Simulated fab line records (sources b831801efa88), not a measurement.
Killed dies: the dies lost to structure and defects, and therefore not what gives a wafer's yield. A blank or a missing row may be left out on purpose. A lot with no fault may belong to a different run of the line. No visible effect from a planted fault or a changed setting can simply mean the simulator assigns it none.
Which tool was responsible? / flow gf180mcu / Sampling: 15 lots, 45 wafers, 4 of 602 route steps

## WHAT THE GAUGES READ, wafer by wafer
The record lacks any reading of a measuring or inspecting step that a usual standard deviation could be used to judge.

## EACH LOT AND THE TOOL THAT RAN IT (in order: tool; ch and the chambers of the sampled wafers; start)
lot=L250; GF_V3_ETCH_16=rie-diel-04 ch 0,1,3, day 22 18:13; GF_M4_SPUTTER_03=pvd-sputter-03, day 22 19:44; GF_M4_DEVELOP_13=litho-track-02 ch 0, day 23 18:20; GF_M4_METAL_ETCH_16=rie-metal-02 ch 0, day 23 18:40
lot=L252; GF_V3_ETCH_16=rie-diel-04 ch 0,2,3, day 23 01:56; GF_M4_SPUTTER_03=pvd-sputter-02, day 23 03:40; GF_M4_DEVELOP_13=litho-track-04 ch 0, day 24 02:10; GF_M4_METAL_ETCH_16=rie-metal-02 ch 0,1, day 24 02:28
lot=L251; GF_V3_ETCH_16=rie-diel-01 ch 0,2,3, day 23 04:52; GF_M4_SPUTTER_03=pvd-sputter-02, day 23 06:23; GF_M4_DEVELOP_13=litho-track-04 ch 0, day 24 05:04; GF_M4_METAL_ETCH_16=rie-metal-01 ch 1, day 24 05:22
lot=L253; GF_V3_ETCH_16=rie-diel-04 ch 0,1,3, day 23 09:34; GF_M4_SPUTTER_03=pvd-sputter-01, day 23 11:05; GF_M4_DEVELOP_13=litho-track-02 ch 0, day 24 09:02; GF_M4_METAL_ETCH_16=rie-metal-04 ch 0,1, day 24 09:19
lot=L254; GF_V3_ETCH_16=rie-diel-01 ch 1,3, day 24 00:25; GF_M4_SPUTTER_03=pvd-sputter-02, day 24 02:05; GF_M4_DEVELOP_13=litho-track-02 ch 0, day 25 00:08; GF_M4_METAL_ETCH_16=rie-metal-01 ch 0,1, day 25 00:25
lot=L256; GF_V3_ETCH_16=rie-diel-03 ch 0,2,3, day 24 16:40; GF_M4_SPUTTER_03=pvd-sputter-02, day 24 18:19; GF_M4_DEVELOP_13=litho-track-04 ch 0, day 25 15:31; GF_M4_METAL_ETCH_16=rie-metal-01 ch 0,1, day 25 15:49
lot=L257; GF_V3_ETCH_16=rie-diel-01 ch 2,3, day 24 17:40; GF_M4_SPUTTER_03=pvd-sputter-03, day 24 19:13; GF_M4_DEVELOP_13=litho-track-03, day 25 16:01; GF_M4_METAL_ETCH_16=rie-metal-02 ch 0,1, day 25 16:18
lot=L258; GF_V3_ETCH_16=rie-diel-04 ch 0,2,3, day 25 01:10; GF_M4_SPUTTER_03=pvd-sputter-01, day 25 02:47; GF_M4_DEVELOP_13=litho-track-02, day 25 23:58; GF_M4_METAL_ETCH_16=rie-metal-01 ch 0,1, day 26 00:16
lot=L259; GF_V3_ETCH_16=rie-diel-03 ch 0,1,2, day 25 14:52; GF_M4_SPUTTER_03=pvd-sputter-03, day 25 16:23; GF_M4_DEVELOP_13=litho-track-02, day 26 13:04; GF_M4_METAL_ETCH_16=rie-metal-02 ch 0,1, day 26 13:22
lot=L267; GF_V3_ETCH_16=rie-diel-03 ch 1,2, day 28 01:10; GF_M4_SPUTTER_03=pvd-sputter-01, day 28 03:02; GF_M4_DEVELOP_13=litho-track-02 ch 0, day 28 22:10; GF_M4_METAL_ETCH_16=rie-metal-04 ch 0,1, day 28 22:28
lot=L268; GF_V3_ETCH_16=rie-diel-04 ch 0,1,3, day 28 10:49; GF_M4_SPUTTER_03=pvd-sputter-03, day 28 12:41; GF_M4_DEVELOP_13=litho-track-03 ch 0, day 29 07:25; GF_M4_METAL_ETCH_16=rie-metal-02 ch 0,1, day 29 07:43
lot=L269; GF_V3_ETCH_16=rie-diel-01 ch 0,1,2, day 28 19:34; GF_M4_SPUTTER_03=pvd-sputter-02, day 28 21:05; GF_M4_DEVELOP_13=litho-track-03 ch 0, day 29 16:25; GF_M4_METAL_ETCH_16=rie-metal-02 ch 0,1, day 29 16:43
lot=L271; GF_V3_ETCH_16=rie-diel-03 ch 1,2, day 29 00:58; GF_M4_SPUTTER_03=pvd-sputter-03, day 29 02:29; GF_M4_DEVELOP_13=litho-track-03 ch 0, day 29 21:52; GF_M4_METAL_ETCH_16=rie-metal-04 ch 0,1, day 29 22:10
lot=L270; GF_V3_ETCH_16=rie-diel-04 ch 1,2,3, day 29 01:40; GF_M4_SPUTTER_03=pvd-sputter-02, day 29 03:11; GF_M4_DEVELOP_13=litho-track-02 ch 0, day 29 22:10; GF_M4_METAL_ETCH_16=rie-metal-01 ch 1, day 29 22:28
lot=L273; GF_V3_ETCH_16=rie-diel-04 ch 0,2,3, day 29 18:04; GF_M4_SPUTTER_03=pvd-sputter-01, day 29 19:47; GF_M4_DEVELOP_13=litho-track-02 ch 0, day 30 14:17; GF_M4_METAL_ETCH_16=rie-metal-04 ch 0,1, day 30 14:34
- GF_V3_ETCH_16: etches BARC in N2/H2.
- GF_M4_SPUTTER_03: material Ti, target thk 10 nm, time 6.7 s.
- GF_M4_DEVELOP_13: develop time 60 s.
- GF_M4_METAL_ETCH_16: etches the open film in Cl2/BCl3, stops on SiO2, target depth 627.5 nm, time 104.6 s.

## WHAT THE TOOLS THEMSELVES READ (means of the sampled wafers that have a number; where no wafer has one, the mark that the record gives instead)
GF_V3_ETCH_16. Usual: drypump-motor-current-A 5.6 A, standard deviation 0.31; oes-product-au 0.855 a.u., standard deviation 0.0046; throttle-valve-pct 13.224 %, standard deviation 0.0089.
lot=L250; tool=rie-diel-04; drypump-motor-current-A (A)=5.4; oes-product-au (a.u.)=0.856; throttle-valve-pct (%)=13.228; flag=
lot=L252; tool=rie-diel-04; drypump-motor-current-A (A)=5.2; oes-product-au (a.u.)=0.856; throttle-valve-pct (%)=13.223; flag=
lot=L251; tool=rie-diel-01; drypump-motor-current-A (A)=5.9; oes-product-au (a.u.)=0.858; throttle-valve-pct (%)=13.231; flag=
lot=L253; tool=rie-diel-04; drypump-motor-current-A (A)=5.4; oes-product-au (a.u.)=0.852; throttle-valve-pct (%)=13.227; flag=
lot=L254; tool=rie-diel-01; drypump-motor-current-A (A)=5.9; oes-product-au (a.u.)=0.855; throttle-valve-pct (%)=13.223; flag=
lot=L256; tool=rie-diel-03; drypump-motor-current-A (A)=5.7; oes-product-au (a.u.)=0.854; throttle-valve-pct (%)=13.218; flag=
lot=L257; tool=rie-diel-01; drypump-motor-current-A (A)=5.9; oes-product-au (a.u.)=0.852; throttle-valve-pct (%)=13.221; flag=
lot=L258; tool=rie-diel-04; drypump-motor-current-A (A)=5.2; oes-product-au (a.u.)=0.852; throttle-valve-pct (%)=13.221; flag=
lot=L259; tool=rie-diel-03; drypump-motor-current-A (A)=5.7; oes-product-au (a.u.)=0.856; throttle-valve-pct (%)=13.218; flag=
lot=L267; tool=rie-diel-03; drypump-motor-current-A (A)=5.6; oes-product-au (a.u.)=0.852; throttle-valve-pct (%)=13.220; flag=
lot=L268; tool=rie-diel-04; drypump-motor-current-A (A)=5.4; oes-product-au (a.u.)=0.857; throttle-valve-pct (%)=13.229; flag=
lot=L269; tool=rie-diel-01; drypump-motor-current-A (A)=5.8; oes-product-au (a.u.)=0.859; throttle-valve-pct (%)=13.223; flag=
lot=L271; tool=rie-diel-03; drypump-motor-current-A (A)=5.5; oes-product-au (a.u.)=0.853; throttle-valve-pct (%)=13.226; flag=
lot=L270; tool=rie-diel-04; drypump-motor-current-A (A)=5.4; oes-product-au (a.u.)=0.853; throttle-valve-pct (%)=13.223; flag=
lot=L273; tool=rie-diel-04; drypump-motor-current-A (A)=5.2; oes-product-au (a.u.)=0.853; throttle-valve-pct (%)=13.226; flag=

GF_M4_SPUTTER_03. Usual: cathode-dc-power-W 3000.0 W, standard deviation 0.52; throttle-valve-pct 29.7 %, standard deviation 1.2.
lot=L250; tool=pvd-sputter-03; cathode-dc-power-W (W)=3000.5; throttle-valve-pct (%)=30.4; flag=
lot=L252; tool=pvd-sputter-02; cathode-dc-power-W (W)=3000.2; throttle-valve-pct (%)=29.8; flag=
lot=L251; tool=pvd-sputter-02; cathode-dc-power-W (W)=3000.0; throttle-valve-pct (%)=29.7; flag=
lot=L253; tool=pvd-sputter-01; cathode-dc-power-W (W)=3000.5; throttle-valve-pct (%)=29.5; flag=
lot=L254; tool=pvd-sputter-02; cathode-dc-power-W (W)=3000.2; throttle-valve-pct (%)=29.3; flag=
lot=L256; tool=pvd-sputter-02; cathode-dc-power-W (W)=2999.8; throttle-valve-pct (%)=29.6; flag=
lot=L257; tool=pvd-sputter-03; cathode-dc-power-W (W)=3000.2; throttle-valve-pct (%)=31.1; flag=
lot=L258; tool=pvd-sputter-01; cathode-dc-power-W (W)=2999.7; throttle-valve-pct (%)=29.6; flag=
lot=L259; tool=pvd-sputter-03; cathode-dc-power-W (W)=2999.9; throttle-valve-pct (%)=30.5; flag=
lot=L267; tool=pvd-sputter-01; cathode-dc-power-W (W)=3000.5; throttle-valve-pct (%)=29.1; flag=
lot=L268; tool=pvd-sputter-03; cathode-dc-power-W (W)=2999.6; throttle-valve-pct (%)=30.1; flag=
lot=L269; tool=pvd-sputter-02; cathode-dc-power-W (W)=2999.8; throttle-valve-pct (%)=29.3; flag=
lot=L271; tool=pvd-sputter-03; cathode-dc-power-W (W)=3000.0; throttle-valve-pct (%)=30.0; flag=
lot=L270; tool=pvd-sputter-02; cathode-dc-power-W (W)=3000.1; throttle-valve-pct (%)=29.7; flag=
lot=L273; tool=pvd-sputter-01; cathode-dc-power-W (W)=2999.9; throttle-valve-pct (%)=28.6; flag=

GF_M4_DEVELOP_13. Usual: chill-plate-temp-C 23.02 C, standard deviation 0.12; developer-temp-C 20.97 C, standard deviation 0.091.
lot=L250; tool=litho-track-02; chill-plate-temp-C (C)=22.87; developer-temp-C (C)=20.87; flag=
lot=L252; tool=litho-track-04; chill-plate-temp-C (C)=22.94; developer-temp-C (C)=20.96; flag=
lot=L251; tool=litho-track-04; chill-plate-temp-C (C)=23.10; developer-temp-C (C)=21.06; flag=
lot=L253; tool=litho-track-02; chill-plate-temp-C (C)=23.09; developer-temp-C (C)=21.15; flag=
lot=L254; tool=litho-track-02; chill-plate-temp-C (C)=23.00; developer-temp-C (C)=20.97; flag=
lot=L256; tool=litho-track-04; chill-plate-temp-C (C)=23.10; developer-temp-C (C)=20.96; flag=
lot=L257; tool=litho-track-03; chill-plate-temp-C (C)=-; developer-temp-C (C)=-; flag=OFF
lot=L258; tool=litho-track-02; chill-plate-temp-C (C)=-; developer-temp-C (C)=-; flag=OFF
lot=L259; tool=litho-track-02; chill-plate-temp-C (C)=-; developer-temp-C (C)=-; flag=OFF
lot=L267; tool=litho-track-02; chill-plate-temp-C (C)=22.98; developer-temp-C (C)=21.02; flag=
lot=L268; tool=litho-track-03; chill-plate-temp-C (C)=22.89; developer-temp-C (C)=20.95; flag=
lot=L269; tool=litho-track-03; chill-plate-temp-C (C)=22.87; developer-temp-C (C)=20.98; flag=
lot=L271; tool=litho-track-03; chill-plate-temp-C (C)=22.92; developer-temp-C (C)=21.00; flag=
lot=L270; tool=litho-track-02; chill-plate-temp-C (C)=23.11; developer-temp-C (C)=20.88; flag=
lot=L273; tool=litho-track-02; chill-plate-temp-C (C)=23.08; developer-temp-C (C)=21.00; flag=

GF_M4_METAL_ETCH_16. Usual: drypump-motor-current-A 5.5 A, standard deviation 0.31; he-backside-leak-sccm 3.4 sccm, standard deviation 0.35; oes-product-au 0.971 a.u., standard deviation 0.0065; throttle-valve-pct 28.250 %, standard deviation 0.01.
lot=L250; tool=rie-metal-02; drypump-motor-current-A (A)=5.6; he-backside-leak-sccm (sccm)=3.4; oes-product-au (a.u.)=0.967; throttle-valve-pct (%)=28.262; flag=
lot=L252; tool=rie-metal-02; drypump-motor-current-A (A)=5.6; he-backside-leak-sccm (sccm)=3.3; oes-product-au (a.u.)=0.970; throttle-valve-pct (%)=28.251; flag=
lot=L251; tool=rie-metal-01; drypump-motor-current-A (A)=5.6; he-backside-leak-sccm (sccm)=3.5; oes-product-au (a.u.)=0.970; throttle-valve-pct (%)=28.247; flag=
lot=L253; tool=rie-metal-04; drypump-motor-current-A (A)=5.3; he-backside-leak-sccm (sccm)=3.1; oes-product-au (a.u.)=0.976; throttle-valve-pct (%)=28.256; flag=
lot=L254; tool=rie-metal-01; drypump-motor-current-A (A)=5.4; he-backside-leak-sccm (sccm)=3.4; oes-product-au (a.u.)=0.975; throttle-valve-pct (%)=28.247; flag=
lot=L256; tool=rie-metal-01; drypump-motor-current-A (A)=5.2; he-backside-leak-sccm (sccm)=3.4; oes-product-au (a.u.)=0.969; throttle-valve-pct (%)=28.252; flag=
lot=L257; tool=rie-metal-02; drypump-motor-current-A (A)=5.6; he-backside-leak-sccm (sccm)=3.4; oes-product-au (a.u.)=0.973; throttle-valve-pct (%)=28.244; flag=
lot=L258; tool=rie-metal-01; drypump-motor-current-A (A)=5.2; he-backside-leak-sccm (sccm)=3.4; oes-product-au (a.u.)=0.981; throttle-valve-pct (%)=28.248; flag=
lot=L259; tool=rie-metal-02; drypump-motor-current-A (A)=5.6; he-backside-leak-sccm (sccm)=3.4; oes-product-au (a.u.)=0.971; throttle-valve-pct (%)=28.247; flag=
lot=L267; tool=rie-metal-04; drypump-motor-current-A (A)=5.5; he-backside-leak-sccm (sccm)=3.4; oes-product-au (a.u.)=0.971; throttle-valve-pct (%)=28.248; flag=
lot=L268; tool=rie-metal-02; drypump-motor-current-A (A)=5.6; he-backside-leak-sccm (sccm)=3.4; oes-product-au (a.u.)=0.973; throttle-valve-pct (%)=28.255; flag=
lot=L269; tool=rie-metal-02; drypump-motor-current-A (A)=5.6; he-backside-leak-sccm (sccm)=3.3; oes-product-au (a.u.)=0.970; throttle-valve-pct (%)=28.255; flag=
lot=L271; tool=rie-metal-04; drypump-motor-current-A (A)=5.5; he-backside-leak-sccm (sccm)=3.4; oes-product-au (a.u.)=0.965; throttle-valve-pct (%)=28.251; flag=
lot=L270; tool=rie-metal-01; drypump-motor-current-A (A)=5.6; he-backside-leak-sccm (sccm)=3.2; oes-product-au (a.u.)=0.971; throttle-valve-pct (%)=28.242; flag=
lot=L273; tool=rie-metal-04; drypump-motor-current-A (A)=5.2; he-backside-leak-sccm (sccm)=3.2; oes-product-au (a.u.)=0.975; throttle-valve-pct (%)=28.243; flag=

## THE ANSWER, worked out from the rows above alone
Rule: a lot counts as off when the mean over its wafers that have a number is more than 3 standard deviations away from the usual mean. A lot without any number at a reading at which 4 lots or more have one is off too. The other lots that the step has rows for count as sound. Order of review: gauges by route order, followed by the tools' own readings, for which a lot's mean as printed above is used. At the first step where some lot is off, the reading lying furthest off is the one used; lots without a number count as furthest.
Off at GF_M4_DEVELOP_13 (chill-plate-temp-C): L257, L258, L259. Without a number there: L257, L258, L259.
A tool fits if, at that step or a process step before it, it ran every lot that is off, and no sound lot after the first of them. No candidate that was tried fits.

## WHAT THE SIMULATOR PUT IN
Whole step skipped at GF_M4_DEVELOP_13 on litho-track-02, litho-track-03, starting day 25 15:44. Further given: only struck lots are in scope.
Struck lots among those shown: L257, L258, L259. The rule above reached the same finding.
